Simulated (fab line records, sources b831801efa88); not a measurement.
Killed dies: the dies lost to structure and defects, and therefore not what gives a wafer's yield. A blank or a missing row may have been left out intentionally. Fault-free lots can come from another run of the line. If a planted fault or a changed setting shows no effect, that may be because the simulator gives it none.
fab line records	flow sky130
[record] lots = 6	wafers = 18	last-day = 50
route steps=708 shown PWDE@52 NWELL@56 PAD_OPEN@708
lots that met no fault: from a run of the same line without faults
start-h: hours from the record's opening day to when the first of the lot's shown wafers began	wait-h: time in hours since the lot's previous step	" as in the row above	L1.1+2: one row covering several wafers at once	- no value present, or no start provided	* or withheld: withheld	< > ~ a bound
route shown NAME@n: NAME is a module with steps in the file, n the number in the route of the first one	usual: the fault-free wafers' mean and standard deviation	same: alike in all rows	chamber/n: place in a boat	sites: the reading at each site	_std_site: standard deviation of those values	_edge_site: mean of outer sites minus mean of inner sites	radius-mm: for every site, how far away it sits from the centre of the wafer	mask NAME#n: copy n	behind: the tool/chamber that last shaped the wafer	hold: the reason the lot was held/the length of the hold in hours/how it ended	device: transistor that didn't switch, given as n, p or np	end of line: the same wafers' tests at the end of the route	a step without rows: its recipe alone	killed: not the wafer's yield, but the dies lost to structure and defects at the first sort	map: dies across one wafer; x = killed, . = not, _ = none there
set.NAME: the setting as run; set.NAME@STEP: as run at that earlier step	model.NAME: the simulator's own value behind a step, which no gauge read
lots seen at some steps along the route; tables by step, rows by wafer
services: from which hour (start-h, from the record's first day; less than 0 if before it) a tool's chamber was out of use, for how many hours, and why
[[steps]]
[step SKY_PWDE_OVL_MEAS_07]
[usual] PWDE_OVL = -1.3/1.3
lot.wafer	tool	chamber	start-h	wait-h	PWDE_OVL[nm]
L800.2	overlay-01	-	139.11	-	-0.2
L800.3	"	-	"	"	0.4
L800.6	"	-	"	"	1.2
L801.1	overlay-01	-	143.25	-	0.1
L801.3	"	-	"	"	-0.3
L801.4	"	-	"	"	-1.2
L803.1	overlay-01	-	150.65	-	0.7
L803.3	"	-	"	"	-2.5
L803.4	"	-	"	"	0.3
L804.4	overlay-01	-	157.35	-	-2.9
L804.5	"	-	"	"	-4.2
L804.6	"	-	"	"	-2.1
L805.1	overlay-02	-	162.58	-	-0.6
L805.4	"	-	"	"	1.9
L805.6	"	-	"	"	-0.8
L811.3	overlay-02	-	198.87	-	-1.2
L811.4	"	-	"	"	-0.1
L811.6	"	-	"	"	-1.7
[step SKY_PWDE_IMPLANT_08]
[recipe] species = B	energy-kev = 150	dose-cm2 = 3.6e+12	tilt-deg = withheld
[step SKY_PWDE_STRIP_09]
[recipe] chemistry = O2/N2	power-w = 1400	pressure-mtorr = 1500	platen-temp-c = withheld	o2-flow-sccm = 3000	n2-flow-sccm = 300	overash-fraction = 0.5
[usual] drypump-motor-current-A = 5.9/0.41	n2-flow-sccm = 300.1/0.92	oes-product-au = 0.722/0.0044	strip-time-to-endpoint-s = 36.91/0.079
lot.wafer	tool	chamber	start-h	wait-h	drypump-motor-current-A	n2-flow-sccm	oes-product-au	rf-hours-counter-h	strip-time-to-endpoint-s
L800.2	plasma-asher-03	1	139.29	0.1	6.4	298.4	0.718	46	36.95
L800.3	"	0	"	"	5.4	299.3	0.716	-	36.96
L800.6	"	1	"	"	6.4	300.7	0.720	-	36.91
L801.1	plasma-asher-03	1	143.44	0.1	6.3	299.5	0.718	46	36.91
L801.3	"	1	"	"	6.3	300.2	0.723	-	36.85
L801.4	"	0	"	"	5.4	300.2	0.718	-	36.87
L803.1	plasma-asher-02	1	150.84	0.1	5.8	300.4	0.715	44	36.90
L803.3	"	0	"	"	6.5	300.4	0.715	-	36.91
L803.4	"	1	"	"	5.8	300.5	0.725	-	36.90
L804.4	plasma-asher-02	0	157.55	0.1	6.5	299.0	0.718	-	36.93
L804.5	"	0	"	"	6.5	298.9	0.722	-	36.84
L804.6	"	1	"	"	5.7	300.1	0.716	-	36.87
L805.1	plasma-asher-03	0	162.77	0.1	5.4	298.9	0.716	48	36.86
L805.4	"	0	"	"	5.4	300.6	0.727	-	36.89
L805.6	"	1	"	"	6.4	299.9	0.723	-	36.81
L811.3	plasma-asher-02	0	199.08	0.1	6.5	301.6	0.723	-	36.90
L811.4	"	1	"	"	5.7	300.6	0.723	-	37.00
L811.6	"	1	"	"	5.7	300.3	0.716	-	36.93
[step SKY_PWDE_TW_MEAS_10]
[usual] PWDE_TW = 376/3.4
lot.wafer	tool	chamber	start-h	wait-h	PWDE_TW
L800.2	film-metro-03	-	139.40	0.1	378
L800.3	"	-	"	"	376
L800.6	"	-	"	"	378
L801.1	film-metro-04	-	143.54	0.1	371
L801.3	"	-	"	"	371
L801.4	"	-	"	"	370
L803.1	film-metro-01	-	150.94	0.1	379
L803.3	"	-	"	"	379
L803.4	"	-	"	"	380
L804.4	film-metro-01	-	157.65	0.1	377
L804.5	"	-	"	"	379
L804.6	"	-	"	"	378
L805.1	film-metro-03	-	162.87	0.1	377
L805.4	"	-	"	"	376
L805.6	"	-	"	"	377
L811.3	film-metro-04	-	199.17	0.1	370
L811.4	"	-	"	"	372
L811.6	"	-	"	"	372
[step SKY_NWELL_DEHYDRATE_03]
[recipe] temp-c = 200	time-s = 60
[step SKY_NWELL_HMDS_04]
[recipe] prime-time-s = 60	prime-temp-c = 120
[step SKY_NWELL_COAT_05]
[recipe] spin-rpm = 2000	resist-thk-nm = 3000
[step SKY_NWELL_SOFTBAKE_06]
[recipe] temp-c = 110	time-s = withheld
[step SKY_NWELL_EXPOSE_07]
[recipe] mask-id = NWM	na = 0.6	source-shape = conventional	sigma-outer = 0.6	polarization = unpolarized	target-cd-nm = 840	dose-mj = 255
[step SKY_NWELL_PEB_08]
[recipe] temp-c = 115	time-s = withheld
[step SKY_NWELL_DEVELOP_09]
[recipe] wall-angle-deg = 90	developer = TMAH	develop-time-s = 60	dev-temp-c = 23
[step SKY_NWELL_OVL_MEAS_10]
[usual] NWELL_00_OVL = 0.5/1.3
lot.wafer	tool	chamber	start-h	wait-h	NWELL_00_OVL[nm]
L800.2	overlay-01	-	159.05	-	0.8
L800.3	"	-	"	"	4.0
L800.6	"	-	"	"	2.6
L801.1	overlay-01	-	162.93	-	-1.6
L801.3	"	-	"	"	1.0
L801.4	"	-	"	"	0.3
L803.1	overlay-02	-	170.85	-	-2.1
L803.3	"	-	"	"	-2.7
L803.4	"	-	"	"	-1.6
L804.4	overlay-01	-	178.62	-	0.1
L804.5	"	-	"	"	-0.7
L804.6	"	-	"	"	-0.8
L805.1	overlay-01	-	183.70	-	1.8
L805.4	"	-	"	"	1.1
L805.6	"	-	"	"	1.4
L811.3	overlay-01	-	220.71	-	0.3
L811.4	"	-	"	"	-0.9
L811.6	"	-	"	"	-1.3
[step SKY_NWELL_IMPLANT_11]
[recipe] species = P	energy-kev = 400	dose-cm2 = 1.9e+13	tilt-deg = withheld
[usual] beam-energy-keV = 399.99/0.13
lot.wafer	tool	chamber	start-h	wait-h	beam-energy-keV	model.implant.rp-nm	model.implant.drp-nm
L800.2	implanter-02	0	159.11	0.0	345.79	422.6	108.2
L800.3	"	0	"	"	345.90	422.6	108.2
L800.6	"	0	"	"	346.09	422.6	108.2
L801.1	implanter-02	0	162.97	0.0	346.04	438.5	108.2
L801.3	"	0	"	"	345.85	438.5	108.2
L801.4	"	0	"	"	346.06	438.5	108.2
L803.1	implanter-03	0	170.89	0.0	400.16	495.8	116.9
L803.3	"	0	"	"	399.93	495.8	116.9
L803.4	"	0	"	"	399.98	495.8	116.9
L804.4	implanter-03	0	178.71	0.1	400.19	497.9	116.9
L804.5	"	0	"	"	399.96	497.9	116.9
L804.6	"	0	"	"	399.98	497.9	116.9
L805.1	implanter-04	0	183.74	0.0	400.12	497.5	116.9
L805.4	"	0	"	"	400.03	497.5	116.9
L805.6	"	0	"	"	399.93	497.5	116.9
L811.3	implanter-03	0	220.78	0.1	400.13	488.3	116.9
L811.4	"	0	"	"	399.99	488.3	116.9
L811.6	"	0	"	"	399.99	488.3	116.9
[step SKY_NWELL_IMPLANT_12]
[recipe] species = P	energy-kev = 120	dose-cm2 = 1.3e+12	tilt-deg = withheld
[step SKY_NWELL_IMPLANT_13]
[recipe] species = P	energy-kev = 50	dose-cm2 = 7e+11	tilt-deg = withheld
[step SKY_NWELL_STRIP_14]
[recipe] chemistry = O2/N2	power-w = 1400	pressure-mtorr = 1500	platen-temp-c = withheld	o2-flow-sccm = 3000	n2-flow-sccm = 300	overash-fraction = 0.5
[usual] drypump-motor-current-A = 5.6/0.62	n2-flow-sccm = 300.0/0.97	oes-product-au = 0.723/0.0048	strip-time-to-endpoint-s = 36.94/0.095
lot.wafer	tool	chamber	start-h	wait-h	drypump-motor-current-A	n2-flow-sccm	oes-product-au	rf-hours-counter-h	strip-time-to-endpoint-s
L800.2	plasma-asher-02	0	159.53	0.1	6.5	301.5	0.724	44	36.89
L800.3	"	0	"	"	6.6	300.7	0.730	-	36.83
L800.6	"	1	"	"	5.8	298.7	0.716	-	36.86
L801.1	plasma-asher-01	0	163.42	0.1	5.0	301.2	0.722	4	36.92
L801.3	"	0	"	"	5.0	299.7	0.720	-	36.92
L801.4	"	1	"	"	4.8	299.8	0.723	-	37.01
L803.1	plasma-asher-04	0	171.34	0.1	5.6	301.0	0.732	37	36.81
L803.3	"	0	"	"	5.7	302.2	0.727	-	36.80
L803.4	"	1	"	"	6.0	299.1	0.729	-	36.77
L804.4	plasma-asher-04	1	179.12	0.1	6.0	301.5	0.728	-	36.89
L804.5	"	0	"	"	5.6	301.4	0.722	-	36.94
L804.6	"	1	"	"	6.0	301.1	0.722	-	36.82
L805.1	plasma-asher-02	0	184.19	0.1	6.6	299.1	0.724	47	37.01
L805.4	"	1	"	"	5.7	300.8	0.720	-	37.13
L805.6	"	0	"	"	6.6	298.3	0.723	-	37.07
L811.3	plasma-asher-02	0	221.21	0.1	6.6	300.8	0.724	-	36.95
L811.4	"	1	"	"	5.8	300.9	0.719	-	37.02
L811.6	"	1	"	"	5.7	300.4	0.727	-	36.95
[step SKY_NWELL_TW_MEAS_15]
[usual] NWELL_TW = 1820/19
lot.wafer	tool	chamber	start-h	wait-h	NWELL_TW
L800.2	film-metro-04	-	159.64	0.1	1758
L800.3	"	-	"	"	1763
L800.6	"	-	"	"	1764
L801.1	film-metro-04	-	163.52	0.1	1765
L801.3	"	-	"	"	1758
L801.4	"	-	"	"	1774
L803.1	film-metro-01	-	171.44	0.1	1839
L803.3	"	-	"	"	1845
L803.4	"	-	"	"	1846
L804.4	film-metro-04	-	179.22	0.1	1799
L804.5	"	-	"	"	1799
L804.6	"	-	"	"	1791
L805.1	film-metro-01	-	184.29	0.1	1851
L805.4	"	-	"	"	1844
L805.6	"	-	"	"	1845
L811.3	film-metro-04	-	221.30	0.1	1803
L811.4	"	-	"	"	1805
L811.6	"	-	"	"	1795
[step SKY_NWELL_DEHYDRATE_16]
[recipe] temp-c = 200	time-s = 60
[step SKY_NWELL_HMDS_17]
[recipe] prime-time-s = 60	prime-temp-c = 120
[step SKY_NWELL_COAT_18]
[recipe] spin-rpm = 2000	resist-thk-nm = 3000
[step SKY_NWELL_SOFTBAKE_19]
[recipe] temp-c = 110	time-s = withheld
[step SKY_NWELL_EXPOSE_20]
[recipe] mask-id = NWM_COMPLEMENT	na = 0.6	source-shape = conventional	sigma-outer = 0.6	polarization = unpolarized	target-cd-nm = 840	dose-mj = 260
[step SKY_NWELL_PEB_21]
[recipe] temp-c = 115	time-s = withheld
[step SKY_NWELL_DEVELOP_22]
[recipe] wall-angle-deg = 90	developer = TMAH	develop-time-s = 60	dev-temp-c = 23
[step SKY_NWELL_OVL_MEAS_23]
[usual] NWELL_01_OVL = 0.8/1.4
lot.wafer	tool	chamber	start-h	wait-h	NWELL_01_OVL[nm]
L800.2	overlay-02	-	180.40	-	1.5
L800.3	"	-	"	"	-0.4
L800.6	"	-	"	"	-1.3
L801.1	overlay-01	-	184.28	-	4.4
L801.3	"	-	"	"	1.2
L801.4	"	-	"	"	1.4
L803.1	overlay-01	-	192.48	-	-0.1
L803.3	"	-	"	"	-0.1
L803.4	"	-	"	"	2.3
L804.4	overlay-01	-	199.92	-	1.8
L804.5	"	-	"	"	2.3
L804.6	"	-	"	"	-0.5
L805.1	overlay-01	-	205.75	-	3.4
L805.4	"	-	"	"	0.1
L805.6	"	-	"	"	2.3
L811.3	overlay-01	-	243.04	-	-1.1
L811.4	"	-	"	"	-0.7
L811.6	"	-	"	"	-0.9
[step SKY_NWELL_IMPLANT_24]
[recipe] species = B	energy-kev = 140	dose-cm2 = 9.2e+12	tilt-deg = withheld
[step SKY_NWELL_STRIP_25]
[recipe] chemistry = O2/N2	power-w = 1400	pressure-mtorr = 1500	platen-temp-c = withheld	o2-flow-sccm = 3000	n2-flow-sccm = 300	overash-fraction = 0.5
[usual] drypump-motor-current-A = 5.6/0.58	n2-flow-sccm = 299.9/0.89	oes-product-au = 0.722/0.0049	strip-time-to-endpoint-s = 36.90/0.096
lot.wafer	tool	chamber	start-h	wait-h	drypump-motor-current-A	n2-flow-sccm	oes-product-au	rf-hours-counter-h	strip-time-to-endpoint-s
L800.2	plasma-asher-04	0	180.58	0.1	5.6	300.2	0.724	38	36.77
L800.3	"	0	"	"	5.6	300.3	0.718	-	36.82
L800.6	"	1	"	"	6.0	298.7	0.717	-	36.83
L801.1	plasma-asher-01	0	184.47	0.1	5.0	300.4	0.724	7	36.93
L801.3	"	1	"	"	4.8	298.0	0.729	-	36.90
L801.4	"	0	"	"	5.0	300.2	0.729	-	36.89
L803.1	plasma-asher-04	0	192.67	0.1	5.6	300.5	0.727	39	36.79
L803.3	"	0	"	"	5.6	300.8	0.722	-	36.81
L803.4	"	1	"	"	6.0	299.4	0.727	-	36.88
L804.4	plasma-asher-04	0	200.12	0.1	5.6	301.0	0.722	-	36.82
L804.5	"	1	"	"	5.9	299.5	0.720	-	36.96
L804.6	"	0	"	"	5.6	299.8	0.725	-	36.95
L805.1	plasma-asher-04	1	205.94	0.1	6.0	298.8	0.716	40	36.88
L805.4	"	0	"	"	5.6	299.3	0.725	-	36.87
L805.6	"	0	"	"	5.7	300.0	0.716	-	36.94
L811.3	plasma-asher-02	1	243.25	0.1	5.8	300.9	0.720	-	37.03
L811.4	"	0	"	"	6.6	299.4	0.716	-	36.92
L811.6	"	0	"	"	6.5	299.2	0.728	-	36.96
[step SKY_NWELL_TW_MEAS_26]
[usual] NWELL_2_TW = 497/5.5
lot.wafer	tool	chamber	start-h	wait-h	NWELL_2_TW
L800.2	film-metro-01	-	180.69	0.1	505
L800.3	"	-	"	"	503
L800.6	"	-	"	"	505
L801.1	film-metro-04	-	184.57	0.1	490
L801.3	"	-	"	"	491
L801.4	"	-	"	"	489
L803.1	film-metro-01	-	192.77	0.1	503
L803.3	"	-	"	"	500
L803.4	"	-	"	"	505
L804.4	film-metro-01	-	200.22	0.1	500
L804.5	"	-	"	"	499
L804.6	"	-	"	"	504
L805.1	film-metro-03	-	206.04	0.1	501
L805.4	"	-	"	"	499
L805.6	"	-	"	"	498
L811.3	film-metro-04	-	243.34	0.1	488
L811.4	"	-	"	"	487
L811.6	"	-	"	"	489
[step SKY_NWELL_CLEAN_27]
[recipe] chemistry = SC1/SC2	mix = 1:4:20	temp-c = 70	time-s = 150	dry = n2-spin
[step SKY_NWELL_RTA_28]
[recipe] temp-c = 1050	time-s = 30	idle-temp-c = 650	ramp-up-c-per-s = 150	ramp-down-c-per-s = 90	ambient = N2
[usual] lamp-power-pct = 25.31/0.052	ramp-down-c-per-s = 90.001/0.017	ramp-up-c-per-s = 150.00/0.028	wafer_temp_C_max = 1055.0/1
lot.wafer	tool	chamber	start-h	wait-h	lamp-power-pct	ramp-down-c-per-s	ramp-up-c-per-s	wafer_temp_C_max
L800.2	rtp-anneal-01	0	180.81	0.0	25.33	89.995	149.97	1054.8
L800.3	"	0	"	"	25.18	89.998	150.01	1057.1
L800.6	"	0	"	"	25.38	90.002	150.02	1054.4
L801.1	rtp-anneal-02	0	184.68	0.0	25.31	90.024	149.96	1053.9
L801.3	"	0	"	"	25.35	89.987	150.03	1055.5
L801.4	"	0	"	"	25.26	90.016	150.02	1056.6
L803.1	rtp-anneal-01	0	192.88	0.0	25.37	90.009	150.01	1053.7
L803.3	"	0	"	"	25.35	90.009	150.01	1055.6
L803.4	"	0	"	"	25.23	90.002	150.01	1054.5
L804.4	rtp-anneal-02	0	200.35	0.1	25.26	90.011	150.02	1053.9
L804.5	"	0	"	"	25.27	90.000	149.99	1055.7
L804.6	"	0	"	"	25.27	89.985	149.97	1055.2
L805.1	rtp-anneal-01	0	206.15	0.0	25.29	89.984	150.06	1053.7
L805.4	"	0	"	"	25.28	89.948	149.99	1054.9
L805.6	"	0	"	"	25.32	90.039	150.01	1054.8
L811.3	rtp-anneal-01	0	243.51	0.0	25.30	90.012	150.03	1054.9
L811.4	"	0	"	"	25.39	89.973	149.98	1055.7
L811.6	"	0	"	"	25.29	90.016	150.00	1055.0
[step SKY_NWELL_RS_MEAS_29]
[recipe] thk-meas-gauge = four-point-probe
[usual] NWELL_RS = 625.1/1.6
lot.wafer	tool	chamber	start-h	wait-h	NWELL_RS[ohm/sq]
L800.2	film-metro-04	-	180.91	0.1	650.9
L800.3	"	-	"	"	649.6
L800.6	"	-	"	"	648.8
L801.1	film-metro-01	-	184.78	0.1	644.5
L801.3	"	-	"	"	644.2
L801.4	"	-	"	"	645.2
L803.1	film-metro-04	-	192.98	0.1	625.7
L803.3	"	-	"	"	625.7
L803.4	"	-	"	"	625.5
L804.4	film-metro-03	-	200.46	0.1	627.7
L804.5	"	-	"	"	626.8
L804.6	"	-	"	"	627.5
L805.1	film-metro-01	-	206.25	0.1	626.8
L805.4	"	-	"	"	625.7
L805.6	"	-	"	"	624.7
L811.3	film-metro-04	-	243.62	0.1	625.4
L811.4	"	-	"	"	623.8
L811.6	"	-	"	"	626.2
[step SKY_PAD_OPEN_PROBE_99]
[usual] killed_at_M0_to_M3 = 43/7.7	killed_at_M4_up = 3.1/1.7	killed-at-contacts = 23/4.8	killed-at-front-end = 15/4.5	killed-at-other = 0.3/0.58	killed-dies = 85/10	killed-open = 46/7.5	killed-short = 38/6.5
[same] gross-dies = 492	killed-at-back-side = 0
lot.wafer	tool	chamber	start-h	wait-h	killed_at_M0_to_M3	killed_at_M4_up	killed-at-contacts	killed-at-front-end	killed-at-other	killed-dies	killed-open	killed-short	model.etest.pfet_16v.r-on-ohm-um	model.etest.res-nwell.line-ohm-um	model.etest.res-nwell.rs-ohm-sq	model.etest.nfet_16v.r-on-ohm-um	model.etest.pfet-g5v0d10v5.r-on-ohm-um	model.etest.tip_p_5v.rs-ohm-sq	model.etest.res-nwell.width-nm	model.etest.res-iso-pwell.width-nm
L800.2	prober-02	-	1152.47	0.1	48	0	22	17	1	88	53	35	1.69e+04	2031	1619	1.499e+04	4888	3026	798.4	2678
L800.3	prober-02	-	1152.52	0.2	40	4	29	21	0	94	54	40	1.656e+04	1936	1564	1.472e+04	4877	3022	800	2681
L800.6	prober-02	-	1152.67	0.2	42	3	23	17	1	86	51	33	1.69e+04	2009	1613	1.494e+04	4900	3024	795.8	2695
L801.1	prober-01	-	1157.75	0.1	54	2	23	15	0	94	47	47	1.608e+04	1538	1233	1.364e+04	4794	3004	807.3	2685
L801.3	prober-01	-	1157.85	0.2	40	5	21	16	0	82	42	40	1.591e+04	1502	1218	1.344e+04	4838	2992	804.9	2669
L801.4	prober-01	-	1157.90	0.2	48	4	17	15	0	84	50	34	1.595e+04	1510	1196	1.361e+04	4915	2985	803.2	2676
L803.1	prober-01	-	1159.63	0.1	46	1	21	22	0	90	51	39	1.538e+04	1143	957.9	1.393e+04	4851	2897	846.6	2648
L803.3	prober-01	-	1159.73	0.2	41	8	16	20	1	86	51	35	1.58e+04	1169	1002	1.391e+04	4736	2876	853.1	2636
L803.4	prober-01	-	1159.78	0.2	31	3	23	15	0	72	42	30	1.551e+04	1159	985.4	1.384e+04	4814	2866	852.5	2627
L804.4	prober-02	-	1164.19	0.2	52	6	29	8	2	97	49	46	1.503e+04	1116	934.8	1.404e+04	4787	2851	844.4	2640
L804.5	prober-02	-	1164.24	0.2	43	5	10	15	0	73	35	38	1.475e+04	1077	909.8	1.408e+04	4721	2844	839.4	2653
L804.6	prober-02	-	1164.29	0.2	64	4	17	13	1	99	47	52	1.515e+04	1119	940.8	1.394e+04	4747	2820	841.9	2644
L805.1	prober-01	-	1173.68	0.1	39	6	25	21	0	91	54	37	1.543e+04	1146	982.1	1.399e+04	4682	2892	852.7	2628
L805.4	prober-01	-	1173.83	0.2	36	2	28	13	0	79	38	41	1.536e+04	1140	973.6	1.394e+04	4704	2875	850.2	2642
L805.6	prober-01	-	1173.93	0.2	44	3	21	13	0	81	40	41	1.554e+04	1141	979.6	1.395e+04	4744	2885	848.7	2631
L811.3	prober-01	-	1199.30	0.2	39	2	22	11	0	74	32	38	1.613e+04	1231	1045	1.404e+04	4848	2852	843.1	2646
L811.4	prober-01	-	1199.35	0.2	34	3	28	15	1	81	47	31	1.538e+04	1189	977.9	1.397e+04	4819	2842	831.9	2661
L811.6	prober-01	-	1199.45	0.2	42	1	27	20	0	90	54	34	1.595e+04	1238	1043	1.402e+04	4802	2862	837.7	2648
// killed by level:class
L800.2 VIA1:geometric-particle:open=14 CONTACT:geometric-particle:open=8 VIA3:geometric-particle:open=7 METAL2:geometric-particle:short=6 POLY_GATE:geometric-particle:short=5 CONTACT:geometric-particle:short=5 VIA1:geometric-particle:short=5 VIA2:geometric-particle:open=5
L800.3 LI_CONTACT:geometric-particle:open=11 CONTACT:geometric-particle:open=10 VIA3:geometric-particle:open=7 METAL1:geometric-particle:short=6 POLY_GATE:geometric-particle:short=6 VIA1:geometric-particle:open=6 FIELD_ISO:geometric-particle:open=5 POLY_GATE:geometric-particle:open=5
L800.6 VIA1:geometric-particle:open=12 LI_CONTACT:geometric-particle:open=8 VIA3:geometric-particle:open=8 VIA2:geometric-particle:open=7 POLY_GATE:geometric-particle:open=6 CONTACT:geometric-particle:open=6 LI_CONTACT:geometric-particle:short=4 CONTACT:geometric-particle:short=4
L801.1 VIA1:geometric-particle:open=12 METAL1:geometric-particle:short=8 METAL2:geometric-particle:short=8 LI_CONTACT:geometric-particle:open=5 LOCAL_INTERCONNECT:geometric-particle:short=5 CONTACT:geometric-particle:open=5 METAL3:geometric-particle:short=5 VIA3:geometric-particle:open=5
L801.3 VIA1:geometric-particle:open=12 CONTACT:geometric-particle:open=6 METAL2:geometric-particle:short=6 VIA3:geometric-particle:open=6 LI_CONTACT:geometric-particle:open=5 LOCAL_INTERCONNECT:geometric-particle:short=5 FIELD_ISO:geometric-particle:open=4 POLY_GATE:geometric-particle:short=4
L801.4 VIA1:geometric-particle:open=15 CONTACT:geometric-particle:open=8 POLY_GATE:geometric-particle:open=5 LI_CONTACT:geometric-particle:open=5 METAL3:geometric-particle:short=5 METAL1:geometric-particle:short=5 METAL2:geometric-particle:short=5 FIELD_ISO:geometric-particle:open=4
L803.1 VIA1:geometric-particle:open=18 CONTACT:geometric-particle:open=7 VIA1:geometric-particle:short=7 FIELD_ISO:geometric-particle:open=6 POLY_GATE:geometric-particle:short=6 LI_CONTACT:geometric-particle:open=6 METAL2:geometric-particle:short=5 LOCAL_INTERCONNECT:geometric-particle:short=4
L803.3 VIA2:geometric-particle:open=9 VIA1:geometric-particle:open=8 VIA1:geometric-particle:short=8 LI_CONTACT:geometric-particle:open=8 METAL4:geometric-particle:short=6 FIELD_ISO:geometric-particle:short=5 FIELD_ISO:geometric-particle:open=5 VIA3:geometric-particle:open=5
L803.4 LI_CONTACT:geometric-particle:open=10 CONTACT:geometric-particle:open=7 VIA3:geometric-particle:open=6 VIA1:geometric-particle:open=5 POLY_GATE:geometric-particle:open=4 METAL1:geometric-particle:short=4 VIA1:geometric-particle:short=4 METAL2:geometric-particle:short=4
L804.4 VIA1:geometric-particle:open=13 VIA2:geometric-particle:open=10 LI_CONTACT:geometric-particle:short=7 CONTACT:geometric-particle:open=7 METAL2:geometric-particle:short=7 LOCAL_INTERCONNECT:geometric-particle:short=6 METAL1:geometric-particle:short=6 LI_CONTACT:geometric-particle:open=6
L804.5 VIA2:geometric-particle:open=9 METAL1:geometric-particle:short=7 VIA3:geometric-particle:short=7 POLY_GATE:geometric-particle:short=6 CONTACT:geometric-particle:open=5 VIA1:geometric-particle:open=5 VIA3:geometric-particle:open=5 METAL2:geometric-particle:short=4
L804.6 VIA1:geometric-particle:open=12 VIA3:geometric-particle:open=9 VIA1:geometric-particle:short=9 VIA2:geometric-particle:open=9 METAL1:geometric-particle:short=7 METAL2:geometric-particle:short=7 CONTACT:geometric-particle:short=5 LI_CONTACT:geometric-particle:short=4
L805.1 VIA1:geometric-particle:open=11 LI_CONTACT:geometric-particle:open=8 FIELD_ISO:geometric-particle:open=7 METAL2:geometric-particle:short=7 CONTACT:geometric-particle:open=6 METAL1:geometric-particle:short=6 LOCAL_INTERCONNECT:geometric-particle:short=5 VIA2:geometric-particle:open=5
L805.4 CONTACT:geometric-particle:short=13 VIA1:geometric-particle:open=9 FIELD_ISO:geometric-particle:open=6 CONTACT:geometric-particle:open=6 LOCAL_INTERCONNECT:geometric-particle:short=4 METAL1:geometric-particle:short=4 VIA1:geometric-particle:short=4 METAL2:geometric-particle:short=4
L805.6 VIA2:geometric-particle:open=9 LOCAL_INTERCONNECT:geometric-particle:short=7 LI_CONTACT:geometric-particle:open=6 METAL1:geometric-particle:short=6 CONTACT:geometric-particle:open=6 VIA3:geometric-particle:open=6 VIA3:geometric-particle:short=5 VIA1:geometric-particle:open=4
L811.3 VIA1:geometric-particle:open=10 METAL1:geometric-particle:short=8 LI_CONTACT:geometric-particle:open=6 METAL3:geometric-particle:short=5 CONTACT:geometric-particle:open=5 LOCAL_INTERCONNECT:geometric-particle:short=4 FIELD_ISO:geometric-particle:short=3 CONTACT:geometric-particle:short=3
L811.4 VIA1:geometric-particle:open=11 LI_CONTACT:geometric-particle:open=10 CONTACT:geometric-particle:open=9 METAL1:geometric-particle:short=6 LOCAL_INTERCONNECT:geometric-particle:short=5 FIELD_ISO:geometric-particle:open=4 FIELD_ISO:geometric-particle:short=3 VIA3:geometric-particle:short=3
L811.6 CONTACT:geometric-particle:open=11 VIA1:geometric-particle:open=10 FIELD_ISO:geometric-particle:open=8 LOCAL_INTERCONNECT:geometric-particle:short=6 METAL1:geometric-particle:short=6 VIA2:geometric-particle:open=6 FIELD_ISO:geometric-particle:short=5 CONTACT:geometric-particle:short=5
[[services]]
tool	chamber	start-h	hours	kind
plasma-asher-01	0	117.75	-	clean
plasma-asher-01	1	117.75	-	clean
implanter-03	-	129.63	3.9	repair
implanter-04	-	146.79	3.5	pm
implanter-04	-	159.03	2.7	pm
implanter-02	-	168.80	2.5	pm
plasma-asher-03	-	174.84	2.8	pm
plasma-asher-04	-	187.54	1.2	repair
plasma-asher-04	-	192.15	0.5	repair
plasma-asher-03	-	196.30	2.4	repair
implanter-03	-	202.55	3.5	repair
plasma-asher-03	-	216.34	0.4	repair
rtp-anneal-01	-	220.45	3.5	pm
plasma-asher-02	-	227.51	12.0	repair
[[key]]
[first-sign] step = SKY_NWELL_IMPLANT_11	reading = beam-energy-keV	direction = down	sigmas = 99+	usual = *	struck = *
[effect] step = SKY_NWELL_RS_MEAS_29	reading = NWELL_RS	direction = up	sigmas = 14	usual = 625.1	struck = 647.2
[model-effect] step = SKY_NWELL_IMPLANT_11	value = implant.rp-nm	without = 491	struck = 430.5
[model-effect] step = SKY_PAD_OPEN_PROBE_99	value = etest.pfet_16v.r-on-ohm-um	without = 1.557e+04	struck = 1.638e+04
met-at SKY_NWELL_IMPLANT_11
struck-wafers L800.2,L800.3,L800.6,L801.1,L801.3,L801.4
tester-left-out L800,L801
[fault] kind = process-parameter-drift	tool = implanter-02	chamber = -	onset-h = 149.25	steps = SKY_NWELL_IMPLANT_11	channel = energy-kev	offset = *	shape = step	end-h = 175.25	acts-in = *	stated = *
// tester-left-out: of these lots the tester's yield and bins aren't shown, on N5 and GAA mostly nor the transistor test; their killed dies are dies lost to structure and defects alone, not to doping, threshold or leakage, so they don't give the yield
